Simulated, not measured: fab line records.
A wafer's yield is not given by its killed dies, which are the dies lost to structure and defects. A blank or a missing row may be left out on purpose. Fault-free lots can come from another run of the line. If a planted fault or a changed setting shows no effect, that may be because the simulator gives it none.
A sampling plan put to the test | flow gf180mcu | one fab line, 51 faults that these records tell of, each judged on the records of the lots that it struck
The plan is the line's own looks: the steps of the route at which a gauge or an inspection reads the wafer and doesn't change it. A look is open to judgement when struck wafers have a number at it and the file gives its usual mean and standard deviation on fault-free wafers. Caught: the struck wafers' mean, at a look after the fault's first step, is 4 or more of those standard deviations (sigma) away from the usual mean. On the tool: the same test on the tool's own readings at the fault's steps. A different recipe on the struck wafers counts as caught too, as does a record blank only for those wafers.

THE FAULTS, as the simulator had put them in
1. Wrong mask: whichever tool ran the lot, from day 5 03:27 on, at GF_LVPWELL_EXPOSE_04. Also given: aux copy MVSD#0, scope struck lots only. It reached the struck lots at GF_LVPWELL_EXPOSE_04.
2. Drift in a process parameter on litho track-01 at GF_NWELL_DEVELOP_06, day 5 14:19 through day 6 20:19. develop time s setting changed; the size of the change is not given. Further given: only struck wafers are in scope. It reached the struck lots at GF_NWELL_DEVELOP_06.
3. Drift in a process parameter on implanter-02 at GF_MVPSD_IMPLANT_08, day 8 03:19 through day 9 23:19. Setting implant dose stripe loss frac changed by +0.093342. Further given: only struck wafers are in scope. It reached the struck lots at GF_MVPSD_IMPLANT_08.
4. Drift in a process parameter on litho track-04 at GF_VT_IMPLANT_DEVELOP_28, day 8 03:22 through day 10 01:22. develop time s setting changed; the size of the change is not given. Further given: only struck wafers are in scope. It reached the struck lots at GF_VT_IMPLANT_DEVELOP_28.
5. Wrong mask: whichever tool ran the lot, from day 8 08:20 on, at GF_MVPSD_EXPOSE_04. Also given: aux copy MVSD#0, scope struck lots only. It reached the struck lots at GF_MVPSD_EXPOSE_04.
6. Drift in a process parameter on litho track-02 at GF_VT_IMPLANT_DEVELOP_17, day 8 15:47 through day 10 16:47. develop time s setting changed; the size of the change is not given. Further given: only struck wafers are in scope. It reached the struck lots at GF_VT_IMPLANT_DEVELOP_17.
7. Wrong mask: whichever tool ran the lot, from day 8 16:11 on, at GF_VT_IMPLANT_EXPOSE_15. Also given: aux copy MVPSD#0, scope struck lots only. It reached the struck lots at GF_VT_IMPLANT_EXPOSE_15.
8. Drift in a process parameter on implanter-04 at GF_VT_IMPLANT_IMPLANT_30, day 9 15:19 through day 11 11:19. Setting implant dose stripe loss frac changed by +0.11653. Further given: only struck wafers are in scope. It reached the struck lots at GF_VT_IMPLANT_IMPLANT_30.
9. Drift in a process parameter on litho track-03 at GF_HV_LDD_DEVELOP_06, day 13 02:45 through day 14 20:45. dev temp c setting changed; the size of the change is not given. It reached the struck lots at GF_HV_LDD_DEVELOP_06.
10. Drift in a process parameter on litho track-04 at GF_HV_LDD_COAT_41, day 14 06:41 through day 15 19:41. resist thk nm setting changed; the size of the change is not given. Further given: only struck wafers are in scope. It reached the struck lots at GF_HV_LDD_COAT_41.
11. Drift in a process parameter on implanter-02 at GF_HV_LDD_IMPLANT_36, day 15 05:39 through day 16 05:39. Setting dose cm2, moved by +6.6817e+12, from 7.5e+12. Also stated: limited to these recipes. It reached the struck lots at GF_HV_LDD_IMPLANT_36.
12. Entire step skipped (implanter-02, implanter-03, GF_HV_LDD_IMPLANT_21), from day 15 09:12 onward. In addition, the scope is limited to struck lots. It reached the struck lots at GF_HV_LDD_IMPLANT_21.
13. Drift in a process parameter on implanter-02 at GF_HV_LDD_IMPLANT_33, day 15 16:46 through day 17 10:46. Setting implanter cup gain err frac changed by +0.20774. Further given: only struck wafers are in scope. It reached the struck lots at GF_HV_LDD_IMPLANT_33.
14. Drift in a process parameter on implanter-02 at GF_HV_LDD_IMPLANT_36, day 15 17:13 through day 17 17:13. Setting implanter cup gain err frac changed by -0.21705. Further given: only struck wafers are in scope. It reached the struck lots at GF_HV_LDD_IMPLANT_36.
15. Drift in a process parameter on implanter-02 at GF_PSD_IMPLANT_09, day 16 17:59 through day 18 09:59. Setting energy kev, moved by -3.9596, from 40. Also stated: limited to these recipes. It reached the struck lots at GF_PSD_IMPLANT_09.
16. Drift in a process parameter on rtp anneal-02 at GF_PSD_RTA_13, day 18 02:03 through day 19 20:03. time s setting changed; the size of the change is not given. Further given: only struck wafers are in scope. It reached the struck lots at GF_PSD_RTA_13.
17. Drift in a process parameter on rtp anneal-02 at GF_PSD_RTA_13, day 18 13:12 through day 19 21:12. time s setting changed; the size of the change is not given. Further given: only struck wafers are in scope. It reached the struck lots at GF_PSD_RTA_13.
18. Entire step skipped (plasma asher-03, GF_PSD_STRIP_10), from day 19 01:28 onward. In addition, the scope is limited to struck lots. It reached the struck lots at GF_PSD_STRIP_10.
19. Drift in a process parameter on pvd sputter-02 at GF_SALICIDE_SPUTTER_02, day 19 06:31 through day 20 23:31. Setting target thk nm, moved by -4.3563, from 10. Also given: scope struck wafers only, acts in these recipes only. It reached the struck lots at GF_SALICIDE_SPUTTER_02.
20. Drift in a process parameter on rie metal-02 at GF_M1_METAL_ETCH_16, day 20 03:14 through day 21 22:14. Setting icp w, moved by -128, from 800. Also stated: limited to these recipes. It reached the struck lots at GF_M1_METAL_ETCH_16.
21. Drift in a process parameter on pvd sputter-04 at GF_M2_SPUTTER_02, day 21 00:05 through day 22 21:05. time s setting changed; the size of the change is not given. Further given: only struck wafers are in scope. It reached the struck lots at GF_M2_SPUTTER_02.
22. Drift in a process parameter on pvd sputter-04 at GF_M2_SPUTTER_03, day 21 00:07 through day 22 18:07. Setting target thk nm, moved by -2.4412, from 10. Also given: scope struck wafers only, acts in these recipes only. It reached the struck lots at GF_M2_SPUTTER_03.
23. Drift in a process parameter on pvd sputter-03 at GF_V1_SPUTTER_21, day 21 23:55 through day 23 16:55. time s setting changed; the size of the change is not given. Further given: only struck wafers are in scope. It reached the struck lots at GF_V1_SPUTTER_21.
24. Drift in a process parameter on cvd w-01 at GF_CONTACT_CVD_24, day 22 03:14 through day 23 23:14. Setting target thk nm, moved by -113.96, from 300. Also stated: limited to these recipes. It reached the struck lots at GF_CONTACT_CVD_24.
25. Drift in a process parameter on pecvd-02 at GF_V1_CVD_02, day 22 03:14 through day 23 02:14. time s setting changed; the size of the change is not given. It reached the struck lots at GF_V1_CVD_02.
26. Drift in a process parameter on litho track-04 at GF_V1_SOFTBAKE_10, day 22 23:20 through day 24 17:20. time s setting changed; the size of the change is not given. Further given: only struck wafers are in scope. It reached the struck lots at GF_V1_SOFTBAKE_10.
27. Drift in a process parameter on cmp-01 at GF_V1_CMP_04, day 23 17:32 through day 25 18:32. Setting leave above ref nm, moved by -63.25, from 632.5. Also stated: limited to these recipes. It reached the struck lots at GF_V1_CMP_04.
28. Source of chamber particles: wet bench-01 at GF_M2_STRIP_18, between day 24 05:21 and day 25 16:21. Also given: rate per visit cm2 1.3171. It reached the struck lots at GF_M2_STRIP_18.
29. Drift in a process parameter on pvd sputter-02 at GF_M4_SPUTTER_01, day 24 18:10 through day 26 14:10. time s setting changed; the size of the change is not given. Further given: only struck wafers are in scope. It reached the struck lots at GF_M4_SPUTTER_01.
30. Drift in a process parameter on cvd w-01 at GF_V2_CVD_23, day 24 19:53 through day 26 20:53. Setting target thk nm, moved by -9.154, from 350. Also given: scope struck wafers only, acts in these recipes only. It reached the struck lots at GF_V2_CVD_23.
31. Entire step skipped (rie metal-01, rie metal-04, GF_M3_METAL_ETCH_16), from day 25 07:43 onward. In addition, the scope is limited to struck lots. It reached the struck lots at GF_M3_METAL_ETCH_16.
32. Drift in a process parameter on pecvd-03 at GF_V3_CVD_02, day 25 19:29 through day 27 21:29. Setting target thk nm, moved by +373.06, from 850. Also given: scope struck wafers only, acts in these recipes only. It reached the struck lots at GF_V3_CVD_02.
33. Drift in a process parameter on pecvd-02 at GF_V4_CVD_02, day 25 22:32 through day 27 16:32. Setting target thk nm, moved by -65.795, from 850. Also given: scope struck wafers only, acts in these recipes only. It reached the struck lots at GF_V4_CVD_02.
34. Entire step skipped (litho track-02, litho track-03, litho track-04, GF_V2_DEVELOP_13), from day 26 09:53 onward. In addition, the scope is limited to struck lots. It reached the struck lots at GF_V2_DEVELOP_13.
35. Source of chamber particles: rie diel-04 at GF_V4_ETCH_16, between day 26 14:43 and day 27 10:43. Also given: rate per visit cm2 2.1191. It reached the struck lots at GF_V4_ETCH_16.
36. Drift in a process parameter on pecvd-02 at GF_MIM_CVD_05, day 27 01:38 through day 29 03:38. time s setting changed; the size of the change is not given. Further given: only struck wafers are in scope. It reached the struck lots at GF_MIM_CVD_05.
37. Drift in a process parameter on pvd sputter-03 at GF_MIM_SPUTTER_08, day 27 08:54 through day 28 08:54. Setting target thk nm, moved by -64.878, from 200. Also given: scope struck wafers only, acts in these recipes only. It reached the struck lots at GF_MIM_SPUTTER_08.
38. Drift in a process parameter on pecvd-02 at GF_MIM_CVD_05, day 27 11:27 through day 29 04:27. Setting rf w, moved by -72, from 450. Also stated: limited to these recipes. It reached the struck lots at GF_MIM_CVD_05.
39. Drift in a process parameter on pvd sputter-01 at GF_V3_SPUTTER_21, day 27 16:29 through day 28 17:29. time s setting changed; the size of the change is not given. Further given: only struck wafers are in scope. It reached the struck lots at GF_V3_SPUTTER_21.
40. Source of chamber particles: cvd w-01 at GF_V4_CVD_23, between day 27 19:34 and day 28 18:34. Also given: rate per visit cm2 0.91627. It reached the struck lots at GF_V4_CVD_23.
41. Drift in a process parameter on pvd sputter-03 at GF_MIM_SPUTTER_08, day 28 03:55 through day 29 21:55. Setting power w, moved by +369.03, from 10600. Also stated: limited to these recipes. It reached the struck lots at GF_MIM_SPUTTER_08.
42. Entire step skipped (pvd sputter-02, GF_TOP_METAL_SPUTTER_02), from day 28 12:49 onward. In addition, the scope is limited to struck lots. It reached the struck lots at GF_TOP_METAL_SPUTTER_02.
43. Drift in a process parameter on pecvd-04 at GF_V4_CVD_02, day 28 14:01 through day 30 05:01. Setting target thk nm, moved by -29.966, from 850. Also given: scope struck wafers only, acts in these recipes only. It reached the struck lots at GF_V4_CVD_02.
44. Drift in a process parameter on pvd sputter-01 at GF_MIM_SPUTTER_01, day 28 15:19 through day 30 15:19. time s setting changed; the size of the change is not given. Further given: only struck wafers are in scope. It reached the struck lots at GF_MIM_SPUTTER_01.
45. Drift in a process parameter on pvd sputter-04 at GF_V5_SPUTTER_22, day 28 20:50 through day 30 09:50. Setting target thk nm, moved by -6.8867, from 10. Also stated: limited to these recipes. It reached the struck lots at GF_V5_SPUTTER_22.
46. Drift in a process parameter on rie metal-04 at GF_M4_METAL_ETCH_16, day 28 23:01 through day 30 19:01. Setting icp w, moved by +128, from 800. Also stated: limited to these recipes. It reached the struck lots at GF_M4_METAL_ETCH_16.
47. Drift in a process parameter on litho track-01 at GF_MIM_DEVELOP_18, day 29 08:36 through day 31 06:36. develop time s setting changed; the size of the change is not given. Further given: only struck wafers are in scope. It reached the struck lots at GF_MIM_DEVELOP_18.
48. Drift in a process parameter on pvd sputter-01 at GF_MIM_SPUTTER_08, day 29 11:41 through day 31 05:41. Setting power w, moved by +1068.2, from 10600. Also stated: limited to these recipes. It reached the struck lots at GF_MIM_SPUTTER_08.
49. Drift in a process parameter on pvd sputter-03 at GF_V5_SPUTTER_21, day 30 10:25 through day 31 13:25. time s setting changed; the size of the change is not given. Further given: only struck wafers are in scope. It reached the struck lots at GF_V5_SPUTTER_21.
50. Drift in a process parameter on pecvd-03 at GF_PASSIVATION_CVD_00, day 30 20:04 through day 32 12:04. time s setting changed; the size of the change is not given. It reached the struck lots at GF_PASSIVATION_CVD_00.
51. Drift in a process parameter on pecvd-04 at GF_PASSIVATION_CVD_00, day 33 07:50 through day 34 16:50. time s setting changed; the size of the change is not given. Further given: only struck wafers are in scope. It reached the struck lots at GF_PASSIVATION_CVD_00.

WHAT THE PLAN SAW
fault | on the tool itself                               | first look that catches it                      | reading, sigma                                        | median hours from its first step to that look | hours from the fault's start to the first struck lot there | judged looks passed uncaught
1     | under 2 sigma                                    | GF_LVPWELL_TW_MEAS_11                           | LVPWELL_TW -85                                        | 7.4                                           | 10                                                         | 0
2     | under 2 sigma                                    | no look after it can be judged                  | -                                                     | -                                             | -                                                          | 0
3     | under 2 sigma                                    | GF_VT_IMPLANT_RS_MEAS_49                        | MVPSD_RS +12                                          | 72.0                                          | 80                                                         | 0
4     | no reading that can be judged                    | no look after it can be judged                  | -                                                     | -                                             | -                                                          | 0
5     | under 2 sigma                                    | GF_MVPSD_TW_MEAS_11                             | MVPSD_TW -72                                          | 8.8                                           | 12                                                         | 0
6     | no reading that can be judged                    | GF_VT_IMPLANT_TW_MEAS_21                        | VT_IMPLANT_2_TW -79                                   | 0.4                                           | 6                                                          | 0
7     | under 2 sigma                                    | GF_VT_IMPLANT_TW_MEAS_21                        | VT_IMPLANT_2_TW -79                                   | 8.7                                           | 11                                                         | 0
8     | under 2 sigma                                    | none of the 8 looks that can be judged after it | -                                                     | -                                             | -                                                          | 8
9     | developer temp C -22 sigma                       | not the one look that can be judged after it    | strongest: cd nm at GF_HV_LDD_CD_MEAS_07, +3.9        | -                                             | -                                                          | 1
10    | under 2 sigma                                    | none of the 2 looks that can be judged after it | -                                                     | -                                             | -                                                          | 2
11    | dose ions cm2 +99 or beyond sigma                | GF_HV_LDD_TW_MEAS_38                            | HV_LDD_3_TW +4.9                                      | 0.2                                           | 2                                                          | 0
12    | the tool's record is blank for the struck wafers | GF_HV_LDD_TW_MEAS_23                            | HV_LDD_2_TW -64                                       | 0.2                                           | 5                                                          | 0
13    | faraday current uA +10 sigma                     | none of the 2 looks that can be judged after it | strongest: HV_LDD_RS at GF_HV_LDD_RS_MEAS_53, +3.6    | -                                             | -                                                          | 2
14    | beam on s +15 sigma                              | GF_HV_LDD_RS_MEAS_53                            | HV_LDD_RS -5.8                                        | 23.7                                          | 34                                                         | 0
15    | beam energy keV -99 or beyond sigma              | GF_PSD_RS_MEAS_15                               | PSD_RS +19                                            | 0.6                                           | 4                                                          | 0
16    | only faintly: run length s -3.7 sigma            | GF_PSD_RS_MEAS_14                               | NSD_RS +7.7                                           | 0.1                                           | 20                                                         | 0
17    | run length s +29 sigma                           | GF_PSD_RS_MEAS_14                               | NSD_RS -50                                            | 0.1                                           | 9                                                          | 0
18    | no reading that can be judged                    | not the one look that can be judged after it    | -                                                     | -                                             | -                                                          | 1
19    | under 2 sigma                                    | GF_SALICIDE_RS_MEAS_04                          | SALICIDE_TIN_RS +36                                   | 0.1                                           | 24                                                         | 0
20    | rf fwd power W -47 sigma                         | not the one look that can be judged after it    | -                                                     | -                                             | -                                                          | 1
21    | under 2 sigma                                    | GF_M2_RS_MEAS_05                                | M2_ALCU_RS +18                                        | 0.1                                           | 9                                                          | 0
22    | under 2 sigma                                    | no look after it can be judged                  | -                                                     | -                                             | -                                                          | 0
23    | under 2 sigma                                    | no look after it can be judged                  | -                                                     | -                                             | -                                                          | 0
24    | under 2 sigma                                    | GF_CONTACT_RS_MEAS_25                           | CONTACT_W_RS +56                                      | 0.1                                           | 4                                                          | 0
25    | run length s +5.0 sigma                          | not the one look that can be judged after it    | strongest: V1_CVD_02_THK at GF_V1_THK_MEAS_03, +2.1   | -                                             | -                                                          | 1
26    | heater power total W +99 or beyond sigma         | none of the 2 looks that can be judged after it | strongest: cd nm at GF_V1_CD_MEAS_14, -3.8            | -                                             | -                                                          | 2
27    | only faintly: time to endpoint s +3.6 sigma      | not the one look that can be judged after it    | -                                                     | -                                             | -                                                          | 1
28    | no reading that can be judged                    | none of the 7 looks that can be judged after it | -                                                     | -                                             | -                                                          | 7
29    | under 2 sigma                                    | no look after it can be judged                  | -                                                     | -                                             | -                                                          | 0
30    | under 2 sigma                                    | none of the 2 looks that can be judged after it | strongest: V2_W_RS at GF_V2_RS_MEAS_24, +2.9          | -                                             | -                                                          | 2
31    | the tool's record is blank for the struck wafers | no look after it can be judged                  | -                                                     | -                                             | -                                                          | 0
32    | under 2 sigma                                    | GF_V3_THK_MEAS_03                               | V3_CVD_02_THK +34                                     | 0.1                                           | 8                                                          | 0
33    | under 2 sigma                                    | GF_V4_THK_MEAS_03                               | V4_CVD_02_THK -5.3                                    | 0.1                                           | 34                                                         | 0
34    | no reading that can be judged                    | no look after it can be judged                  | -                                                     | -                                             | -                                                          | 0
35    | under 2 sigma                                    | not the one look that can be judged after it    | -                                                     | -                                             | -                                                          | 1
36    | run length s -4.2 sigma                          | not the one look that can be judged after it    | strongest: MIM_CVD_05_THK at GF_MIM_THK_MEAS_06, -3.6 | -                                             | -                                                          | 1
37    | under 2 sigma                                    | GF_MIM_RS_MEAS_10                               | MIM_ALCU_RS +55                                       | 0.1                                           | 22                                                         | 0
38    | rf fwd power W -25 sigma                         | GF_MIM_THK_MEAS_06                              | MIM_CVD_05_THK -4.0                                   | 0.0                                           | 4                                                          | 0
39    | under 2 sigma                                    | no look after it can be judged                  | -                                                     | -                                             | -                                                          | 0
40    | under 2 sigma                                    | not the one look that can be judged after it    | -                                                     | -                                             | -                                                          | 1
41    | cathode dc power W +99 or beyond sigma           | none of the 3 looks that can be judged after it | strongest: MIM_ALCU_RS at GF_MIM_RS_MEAS_10, -3.5     | -                                             | -                                                          | 3
42    | the tool's record is blank for the struck wafers | GF_TOP_METAL_RS_MEAS_05                         | TOP_METAL_ALCU_RS +99 or beyond                       | 0.1                                           | 2                                                          | 0
43    | under 2 sigma                                    | GF_V4_THK_MEAS_03                               | V4_CVD_02_THK -4.5                                    | 0.1                                           | 34                                                         | 0
44    | under 2 sigma                                    | no look after it can be judged                  | -                                                     | -                                             | -                                                          | 0
45    | under 2 sigma                                    | no look after it can be judged                  | -                                                     | -                                             | -                                                          | 0
46    | rf fwd power W +43 sigma                         | no look after it can be judged                  | -                                                     | -                                             | -                                                          | 0
47    | no reading that can be judged                    | no look after it can be judged                  | -                                                     | -                                             | -                                                          | 0
48    | cathode dc power W +99 or beyond sigma           | GF_MIM_RS_MEAS_10                               | MIM_ALCU_RS -9.4                                      | 0.1                                           | 3                                                          | 0
49    | under 2 sigma                                    | no look after it can be judged                  | -                                                     | -                                             | -                                                          | 0
50    | run length s -49 sigma                           | GF_PASSIVATION_THK_MEAS_01                      | PASSIVATION_CVD_00_THK -17                            | 0.1                                           | 4                                                          | 0
51    | only faintly: run length s -3.4 sigma            | not the one look that can be judged after it    | -                                                     | -                                             | -                                                          | 1
A dash: the fault is not caught, or the number is missing from these records.

Caught at a look: 22 of 51. Caught on the tool: 18 of 51. By one or the other: 31 of 51.
Faults 9, 13, 20, 25, 26, 31, 36, 41, 46 were caught on the tool alone.
Caught at a look alone: faults 1, 3, 5, 6, 7, 16, 19, 21, 24, 32, 33, 37, 43.
Caught by neither: faults 2, 4, 8, 10, 18, 22, 23, 27, 28, 29, 30, 34, 35, 39, 40, 44, 45, 47, 49, 51.

THINNER SAMPLING
In the worst case, this is how late the first struck lot would be measured if the look that catches a fault measured only every second or every third lot, by lot number:
fault | struck lots at that look, in order of time | every lot | every second lot | every third lot
1     | L756                                       | 10 h      | may miss it      | may miss it
3     | L958, L960, L961                           | 80 h      | 99 h             | may miss all 3
5     | L148                                       | 12 h      | may miss it      | may miss it
6     | L452                                       | 6 h       | may miss it      | may miss it
7     | L435                                       | 11 h      | may miss it      | may miss it
11    | L882, L884                                 | 2 h       | may miss all 2   | may miss all 2
12    | L532, L533, L534                           | 5 h       | 10 h             | 18 h
14    | L366, L367, L368                           | 34 h      | 44 h             | 48 h
15    | L213, L214                                 | 4 h       | 10 h             | may miss all 2
16    | L148, L150                                 | 20 h      | may miss all 2   | may miss all 2
17    | L318, L320, L321                           | 9 h       | 31 h             | may miss all 3
19    | L633, L635                                 | 24 h      | may miss all 2   | may miss all 2
21    | L453, L457                                 | 9 h       | may miss all 2   | may miss all 2
24    | L815, L819                                 | 4 h       | may miss all 2   | may miss all 2
32    | L828, L829, L834                           | 8 h       | 12 h             | may miss all 3
33    | L547                                       | 34 h      | may miss it      | may miss it
37    | L780                                       | 22 h      | may miss it      | may miss it
38    | L323, L327                                 | 4 h       | may miss all 2   | may miss all 2
42    | L560, L561                                 | 2 h       | 16 h             | may miss all 2
43    | L820                                       | 34 h      | may miss it      | may miss it
48    | L603, L608                                 | 3 h       | 34 h             | may miss all 2
50    | L620, L623                                 | 4 h       | 17 h             | may miss all 2
Hours count from the start of the fault until the first struck lot that is measured. 4 sigma limit: tested on the pooled struck wafers, so a lone lot may be under it. Other struck lots may not be in these records.

THE LONGEST TIMED WAY FROM STEP TO LOOK
Fault 3: a median of 72.0 hours passes between GF_MVPSD_IMPLANT_08 and GF_VT_IMPLANT_RS_MEAS_49. No look between them can be judged.
